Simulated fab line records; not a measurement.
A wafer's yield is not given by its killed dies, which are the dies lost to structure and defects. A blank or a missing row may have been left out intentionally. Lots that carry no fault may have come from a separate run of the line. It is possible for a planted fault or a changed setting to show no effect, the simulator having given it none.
Which tool did it? ; flow sky130 ; 21 wafers from 7 lots sampled at 4 of the route's 708 steps

## WHAT EACH GAUGE READ, for each wafer
SKY_VIA1_RS_MEAS_22: a four-point-probe measurement.
lot;measured;on;VIA1_W_RS (ohm/sq)
L489;day 33 23:40;film_metro-03;0.424 0.428 0.425
L491;day 34 17:05;film_metro-03;0.430 0.439 0.429
L493;day 35 13:40;film_metro-03;0.425 0.422 0.426
L500;day 37 15:47;film_metro-01;0.426 0.422 0.424
L505;day 39 19:29;film_metro-04;0.436 0.428 0.431
L507;day 40 07:38;film_metro-03;0.433 0.432 0.431
L509;day 40 22:04;film_metro-04;0.441 0.435 0.434

## EACH LOT AND THE TOOL THAT RAN IT (in order: tool; ch and the chambers of the sampled wafers; start)
lot;SKY_FIELD_ISO_WET_ETCH_28;SKY_VIA1_CMP_02;SKY_VIA1_CVD_21
L489;wet_bench-02 ch 0, day 2 15:31;cmp-01 ch 0,2,3, day 32 19:58;cvd_w-01 ch 0,1, day 33 23:34
L491;wet_bench-02 ch 1, day 3 01:50;cmp-02 ch 2,3, day 33 13:17;cvd_w-02 ch 0,1, day 34 16:59
L493;wet_bench-02 ch 3, day 3 15:11;cmp-01 ch 2,3, day 34 09:52;cvd_w-01 ch 1, day 35 13:34
L500;wet_bench-01 ch 2, day 5 02:27;cmp-02 ch 0,1, day 36 11:54;cvd_w-01 ch 0,1, day 37 15:39
L505;wet_bench-02 ch 0, day 6 06:04;cmp-02 ch 1,2,3, day 38 17:26;cvd_w-01 ch 0,1, day 39 19:22
L507;wet_bench-02 ch 3, day 6 20:08;cmp-01 ch 0,1,2, day 39 06:47;cvd_w-01 ch 0,1, day 40 07:32
L509;wet_bench-01 ch 1, day 7 04:07;cmp-01 ch 0,1,2, day 39 20:07;cvd_w-02 ch 0,1, day 40 21:58
- SKY_FIELD_ISO_WET_ETCH_28: etches SiO2 in dHF, target depth 23.7 nm, time 47 s.
- SKY_VIA1_CMP_02: polishes SiO2.
- SKY_VIA1_CVD_21: deposits W, target thk 270 nm, time 80.902 s.

## THE ANSWER, worked out from the rows above alone
Rule: the usual values come from the lots themselves. Put in order of their means at a reading, lots are off if they are a third of the lots or fewer, leave a main group of 4 or more, and stand apart from it by a gap of 3 or more times the standard deviation of the main group's means; of several such gaps the widest counts. Not used: any main group whose means are identical at the precision the tables above print for the reading. A lot without any number at a reading at which 4 lots or more have one is off too. The other lots that the step has rows for count as sound.
None of the lots is off at any reading shown; this tells nothing.

## WHAT THE SIMULATOR HAD INSERTED
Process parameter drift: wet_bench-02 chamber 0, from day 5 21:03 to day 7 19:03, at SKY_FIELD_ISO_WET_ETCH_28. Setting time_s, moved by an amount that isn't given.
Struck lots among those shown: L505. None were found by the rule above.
